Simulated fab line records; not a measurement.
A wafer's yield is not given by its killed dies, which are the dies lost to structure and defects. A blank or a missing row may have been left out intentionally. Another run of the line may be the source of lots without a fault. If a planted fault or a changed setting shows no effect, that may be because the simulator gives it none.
fab line records + flow sky130
[record]
- lots = 6
- wafers = 18
- last-day = 51
route steps=708 shown METAL5@661
lots that met no fault: taken from a fault-free run of the same line
start-h: hours from the record's first day to the start of the lot's first wafer shown + wait-h: how many hours have passed since the lot's step before this one + " identical to the entry in the row above + L1.1+2: one row covering several wafers at once + - no value, or no start was given + * or withheld: withheld + < > ~ a bound
route shown NAME@n: a module of which the file shows steps, and the number in the route of the first + usual: mean and standard deviation over wafers with no fault + same: alike in all rows + chamber/n: place in a boat + sites: readings site by site + _std_site: standard deviation of those values + _edge_site: inner sites' mean taken away from outer sites' mean + radius-mm: for every site, how far away it sits from the centre of the wafer + mask NAME#n: copy n + behind: the tool/chamber that last shaped the wafer + hold: why the lot was held/for how many hours/how that ended + device: names the non-switching transistor (n, p or np) + end of line: at the end of the route, the tests of the same wafers + for a step that has no rows: nothing shown but its recipe + killed: at the first sort, the dies lost to defects and structure; wafer yield is something else + map: a wafer's dies, x killed, . not, _ none there
set.NAME: the setting that was run; set.NAME@STEP: the one run at that earlier step + model.NAME: the simulator's own value behind a step, which no gauge read
lots seen at some steps along the route; tables by step, rows by wafer
services: from which hour (start-h, from the record's first day; less than 0 if before it) a tool's chamber was out of use, for how many hours, and why
[[steps]]
[step SKY_METAL5_SPUTTER_00]
[recipe]
- material = Ti
- target-thk-nm = 15
- power-w = 3000
- time-s = 10
- chamber-pressure-pa = 0.4
[usual]
- throttle-valve-pct = 29.9/1.2
| lot.wafer | tool           | chamber | start-h | wait-h | throttle-valve-pct |
|-----------|----------------|---------|---------|--------|--------------------|
| L326.2    | pvd-sputter-02 | -       | 1028.22 | 0.1    | 30.0               |
| L326.4    | "              | -       | "       | "      | 30.8               |
| L326.6    | "              | -       | "       | "      | 30.6               |
| L341.2    | pvd-sputter-04 | -       | 1151.98 | 0.2    | 29.2               |
| L341.3    | "              | -       | "       | "      | 29.7               |
| L341.6    | "              | -       | "       | "      | 29.2               |
| L340.1    | pvd-sputter-04 | -       | 1152.55 | 0.2    | 32.1               |
| L340.2    | "              | -       | "       | "      | 29.9               |
| L340.5    | "              | -       | "       | "      | 29.7               |
| L345.3    | pvd-sputter-02 | -       | 1152.83 | 0.2    | 29.1               |
| L345.4    | "              | -       | "       | "      | 29.2               |
| L345.5    | "              | -       | "       | "      | 30.6               |
| L348.1    | pvd-sputter-04 | -       | 1162.08 | 0.2    | 30.3               |
| L348.3    | "              | -       | "       | "      | 29.8               |
| L348.6    | "              | -       | "       | "      | 30.0               |
| L349.3    | pvd-sputter-03 | -       | 1162.33 | 0.2    | 30.8               |
| L349.4    | "              | -       | "       | "      | 30.6               |
| L349.5    | "              | -       | "       | "      | 30.1               |
[step SKY_METAL5_SPUTTER_01]
[recipe]
- material = TiN
- target-thk-nm = 20
- power-w = 6500
- time-s = 16.7
- chamber-pressure-pa = 0.4
[usual]
- throttle-valve-pct = 29.9/1.1
| lot.wafer | tool           | chamber | start-h | wait-h | throttle-valve-pct |
|-----------|----------------|---------|---------|--------|--------------------|
| L326.2    | pvd-sputter-02 | -       | 1028.24 | 0.0    | 29.9               |
| L326.4    | "              | -       | "       | "      | 30.8               |
| L326.6    | "              | -       | "       | "      | 31.0               |
| L341.2    | pvd-sputter-04 | -       | 1152.00 | 0.0    | 29.1               |
| L341.3    | "              | -       | "       | "      | 29.6               |
| L341.6    | "              | -       | "       | "      | 29.1               |
| L340.1    | pvd-sputter-04 | -       | 1152.57 | 0.0    | 31.8               |
| L340.2    | "              | -       | "       | "      | 29.6               |
| L340.5    | "              | -       | "       | "      | 29.8               |
| L345.3    | pvd-sputter-02 | -       | 1152.85 | 0.0    | 28.8               |
| L345.4    | "              | -       | "       | "      | 28.9               |
| L345.5    | "              | -       | "       | "      | 30.5               |
| L348.1    | pvd-sputter-04 | -       | 1162.10 | 0.0    | 30.3               |
| L348.3    | "              | -       | "       | "      | 29.8               |
| L348.6    | "              | -       | "       | "      | 29.9               |
| L349.3    | pvd-sputter-03 | -       | 1162.35 | 0.0    | 30.8               |
| L349.4    | "              | -       | "       | "      | 30.8               |
| L349.5    | "              | -       | "       | "      | 30.5               |
[step SKY_METAL5_SPUTTER_02]
[recipe]
- material = AlCu
- target-thk-nm = 1150
- power-w = 10600
- time-s = 61.2
- chamber-pressure-pa = 0.4
[usual]
- throttle-valve-pct = 29.9/1.2
| lot.wafer | tool           | chamber | start-h | wait-h | throttle-valve-pct |
|-----------|----------------|---------|---------|--------|--------------------|
| L326.2    | pvd-sputter-02 | -       | 1028.27 | 0.0    | 29.9               |
| L326.4    | "              | -       | "       | "      | 30.5               |
| L326.6    | "              | -       | "       | "      | 30.6               |
| L341.2    | pvd-sputter-04 | -       | 1152.03 | 0.0    | 29.2               |
| L341.3    | "              | -       | "       | "      | 29.6               |
| L341.6    | "              | -       | "       | "      | 29.0               |
| L340.1    | pvd-sputter-04 | -       | 1152.59 | 0.0    | 31.8               |
| L340.2    | "              | -       | "       | "      | 29.6               |
| L340.5    | "              | -       | "       | "      | 29.8               |
| L345.3    | pvd-sputter-02 | -       | 1152.88 | 0.0    | 29.1               |
| L345.4    | "              | -       | "       | "      | 29.1               |
| L345.5    | "              | -       | "       | "      | 30.7               |
| L348.1    | pvd-sputter-04 | -       | 1162.13 | 0.0    | 30.2               |
| L348.3    | "              | -       | "       | "      | 29.7               |
| L348.6    | "              | -       | "       | "      | 30.1               |
| L349.3    | pvd-sputter-03 | -       | 1162.37 | 0.0    | 30.6               |
| L349.4    | "              | -       | "       | "      | 30.9               |
| L349.5    | "              | -       | "       | "      | 29.8               |
[step SKY_METAL5_SPUTTER_03]
[recipe]
- material = Ti
- target-thk-nm = 5
- power-w = 3000
- time-s = 3.3
- chamber-pressure-pa = 0.4
[usual]
- throttle-valve-pct = 29.9/1.2
| lot.wafer | tool           | chamber | start-h | wait-h | throttle-valve-pct |
|-----------|----------------|---------|---------|--------|--------------------|
| L326.2    | pvd-sputter-02 | -       | 1028.32 | 0.0    | 29.9               |
| L326.4    | "              | -       | "       | "      | 30.7               |
| L326.6    | "              | -       | "       | "      | 30.8               |
| L341.2    | pvd-sputter-04 | -       | 1152.08 | 0.0    | 29.4               |
| L341.3    | "              | -       | "       | "      | 29.7               |
| L341.6    | "              | -       | "       | "      | 29.2               |
| L340.1    | pvd-sputter-04 | -       | 1152.64 | 0.0    | 32.0               |
| L340.2    | "              | -       | "       | "      | 29.6               |
| L340.5    | "              | -       | "       | "      | 29.7               |
| L345.3    | pvd-sputter-02 | -       | 1152.93 | 0.0    | 29.0               |
| L345.4    | "              | -       | "       | "      | 29.0               |
| L345.5    | "              | -       | "       | "      | 30.7               |
| L348.1    | pvd-sputter-04 | -       | 1162.18 | 0.0    | 30.2               |
| L348.3    | "              | -       | "       | "      | 29.7               |
| L348.6    | "              | -       | "       | "      | 30.3               |
| L349.3    | pvd-sputter-03 | -       | 1162.43 | 0.0    | 30.7               |
| L349.4    | "              | -       | "       | "      | 30.7               |
| L349.5    | "              | -       | "       | "      | 30.1               |
[step SKY_METAL5_SPUTTER_04]
[recipe]
- material = TiN
- target-thk-nm = 70
- power-w = 6500
- time-s = 58.3
- chamber-pressure-pa = 0.4
[usual]
- throttle-valve-pct = 29.9/1.2
| lot.wafer | tool           | chamber | start-h | wait-h | throttle-valve-pct |
|-----------|----------------|---------|---------|--------|--------------------|
| L326.2    | pvd-sputter-02 | -       | 1028.34 | 0.0    | 29.8               |
| L326.4    | "              | -       | "       | "      | 30.5               |
| L326.6    | "              | -       | "       | "      | 30.5               |
| L341.2    | pvd-sputter-04 | -       | 1152.09 | 0.0    | 29.1               |
| L341.3    | "              | -       | "       | "      | 29.7               |
| L341.6    | "              | -       | "       | "      | 29.4               |
| L340.1    | pvd-sputter-04 | -       | 1152.66 | 0.0    | 31.9               |
| L340.2    | "              | -       | "       | "      | 29.7               |
| L340.5    | "              | -       | "       | "      | 29.7               |
| L345.3    | pvd-sputter-02 | -       | 1152.95 | 0.0    | 29.0               |
| L345.4    | "              | -       | "       | "      | 28.8               |
| L345.5    | "              | -       | "       | "      | 30.7               |
| L348.1    | pvd-sputter-04 | -       | 1162.20 | 0.0    | 30.0               |
| L348.3    | "              | -       | "       | "      | 29.7               |
| L348.6    | "              | -       | "       | "      | 30.1               |
| L349.3    | pvd-sputter-03 | -       | 1162.44 | 0.0    | 30.8               |
| L349.4    | "              | -       | "       | "      | 30.8               |
| L349.5    | "              | -       | "       | "      | 30.1               |
[step SKY_METAL5_RS_MEAS_05]
[recipe]
- thk-meas-gauge = four-point-probe
- reads = TiN_of_METAL5_SPUTTER_04+Ti_of_METAL5_SPUTTER_03+AlCu_of_METAL5_SPUTTER_02+TiN_of_METAL5_SPUTTER_01+Ti_of_METAL5_SPUTTER_00
[usual]
- METAL5_ALCU_RS = 0.0270/0.00035
| lot.wafer | tool          | chamber | start-h | wait-h | METAL5_ALCU_RS[ohm/sq] |
|-----------|---------------|---------|---------|--------|------------------------|
| L326.2    | film-metro-01 | -       | 1028.41 | 0.0    | 0.0265                 |
| L326.4    | "             | -       | "       | "      | 0.0263                 |
| L326.6    | "             | -       | "       | "      | 0.0262                 |
| L341.2    | film-metro-01 | -       | 1152.16 | 0.0    | 0.0265                 |
| L341.3    | "             | -       | "       | "      | 0.0267                 |
| L341.6    | "             | -       | "       | "      | 0.0264                 |
| L340.1    | film-metro-01 | -       | 1152.71 | 0.0    | 0.0266                 |
| L340.2    | "             | -       | "       | "      | 0.0267                 |
| L340.5    | "             | -       | "       | "      | 0.0265                 |
| L345.3    | film-metro-03 | -       | 1153.04 | 0.1    | 0.0270                 |
| L345.4    | "             | -       | "       | "      | 0.0269                 |
| L345.5    | "             | -       | "       | "      | 0.0269                 |
| L348.1    | film-metro-03 | -       | 1162.25 | 0.0    | 0.0268                 |
| L348.3    | "             | -       | "       | "      | 0.0269                 |
| L348.6    | "             | -       | "       | "      | 0.0267                 |
| L349.3    | film-metro-01 | -       | 1162.53 | 0.1    | 0.0274                 |
| L349.4    | "             | -       | "       | "      | 0.0276                 |
| L349.5    | "             | -       | "       | "      | 0.0273                 |
[step SKY_METAL5_THK_MEAS_06]
[recipe]
- thk-meas-gauge = xrf
- reads = AlCu_of_METAL5_SPUTTER_02
[usual]
- METAL5_ALCU_THK = 1158/16
| lot.wafer | tool          | chamber | start-h | wait-h | METAL5_ALCU_THK[nm] |
|-----------|---------------|---------|---------|--------|---------------------|
| L326.2    | film-metro-01 | -       | 1028.52 | 0.1    | 1179                |
| L326.4    | "             | -       | "       | "      | 1194                |
| L326.6    | "             | -       | "       | "      | 1197                |
| L341.2    | film-metro-01 | -       | 1152.27 | 0.1    | 1178                |
| L341.3    | "             | -       | "       | "      | 1173                |
| L341.6    | "             | -       | "       | "      | 1182                |
| L340.1    | film-metro-01 | -       | 1152.83 | 0.1    | 1178                |
| L340.2    | "             | -       | "       | "      | 1169                |
| L340.5    | "             | -       | "       | "      | 1173                |
| L345.3    | film-metro-03 | -       | 1153.14 | 0.1    | 1151                |
| L345.4    | "             | -       | "       | "      | 1155                |
| L345.5    | "             | -       | "       | "      | 1154                |
| L348.1    | film-metro-03 | -       | 1162.37 | 0.1    | 1160                |
| L348.3    | "             | -       | "       | "      | 1160                |
| L348.6    | "             | -       | "       | "      | 1157                |
| L349.3    | film-metro-01 | -       | 1162.63 | 0.1    | 1142                |
| L349.4    | "             | -       | "       | "      | 1142                |
| L349.5    | "             | -       | "       | "      | 1152                |
[step SKY_METAL5_DEHYDRATE_07]
[recipe]
- temp-c = 200
- time-s = 60
[step SKY_METAL5_HMDS_08]
[recipe]
- prime-time-s = 60
- prime-temp-c = 120
[step SKY_METAL5_COAT_09]
[recipe]
- resist = NOVOLAK
- spin-rpm = 3000
- resist-thk-nm = 1800
[step SKY_METAL5_SOFTBAKE_10]
[recipe]
- temp-c = 90
- time-s = 60
- resist = NOVOLAK
[step SKY_METAL5_EXPOSE_11]
[recipe]
- mask-id = MM5
- na = 0.6
- source-shape = conventional
- sigma-outer = 0.6
- polarization = unpolarized
- target-cd-nm = 1600
- dose-mj = 190
[step SKY_METAL5_PEB_12]
[recipe]
- temp-c = withheld
- time-s = *
- resist = NOVOLAK
[usual]
- chill-plate-temp-C = *
- exhaust-pa = 45.0/0.9
| lot.wafer | tool           | chamber | start-h | wait-h | chill-plate-temp-C | exhaust-pa |
|-----------|----------------|---------|---------|--------|--------------------|------------|
| L326.2    | litho-track-01 | 0       | 1050.31 | -      | *                  | 44.4       |
| L326.4    | "              | 0       | "       | "      | *                  | 44.3       |
| L326.6    | "              | 0       | "       | "      | *                  | 46.0       |
| L341.2    | litho-track-04 | 0       | 1170.26 | -      | *                  | 44.7       |
| L341.3    | "              | 0       | "       | "      | *                  | 44.9       |
| L341.6    | "              | 0       | "       | "      | *                  | 45.7       |
| L340.1    | litho-track-01 | -       | 1170.63 | -      | -                  | -          |
| L340.2    | "              | -       | "       | "      | -                  | -          |
| L340.5    | "              | -       | "       | "      | -                  | -          |
| L345.3    | litho-track-01 | -       | 1170.98 | -      | -                  | -          |
| L345.4    | "              | -       | "       | "      | -                  | -          |
| L345.5    | "              | -       | "       | "      | -                  | -          |
| L348.1    | litho-track-03 | 0       | 1178.59 | -      | *                  | 45.2       |
| L348.3    | "              | 0       | "       | "      | *                  | 46.7       |
| L348.6    | "              | 0       | "       | "      | *                  | 46.2       |
| L349.3    | litho-track-03 | 0       | 1178.94 | -      | *                  | 44.6       |
| L349.4    | "              | 0       | "       | "      | *                  | 44.9       |
| L349.5    | "              | 0       | "       | "      | *                  | 43.3       |
[step SKY_METAL5_DEVELOP_13]
[recipe]
- resist = NOVOLAK
- developer = TMAH
- develop-time-s = 60
- dev-temp-c = 23
[[services]]
| tool           | chamber | start-h | hours | kind   |
|----------------|---------|---------|-------|--------|
| pvd-sputter-04 | -       | 1095.88 | 0.7   | repair |
| pvd-sputter-02 | -       | 1098.43 | 5.1   | repair |
| pvd-sputter-03 | -       | 1136.94 | 1.0   | repair |
| pvd-sputter-03 | -       | 1138.38 | 6.3   | repair |
| pvd-sputter-02 | -       | 1159.60 | 13.5  | repair |
[[key]]
[first-sign]
- step = SKY_METAL5_PEB_12
- reading = tool-record
- direction = missing
effect none on later readings
met-at SKY_METAL5_PEB_12
struck-wafers L340.1,L340.2,L340.5,L345.3,L345.4,L345.5
sort-left-out L340.1,L340.2,L340.5,L345.3,L345.4,L345.5
onset-between 1050.31 1170.63
[fault]
- kind = skipped-step-whole
- tool = litho-track-01
- chamber = -
- onset-h = 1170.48
- steps = SKY_METAL5_PEB_12
- scope = struck-lots-only
// sort-left-out: the simulated sort isn't trusted on such a fault, so these wafers' sort isn't shown, and their yield isn't known
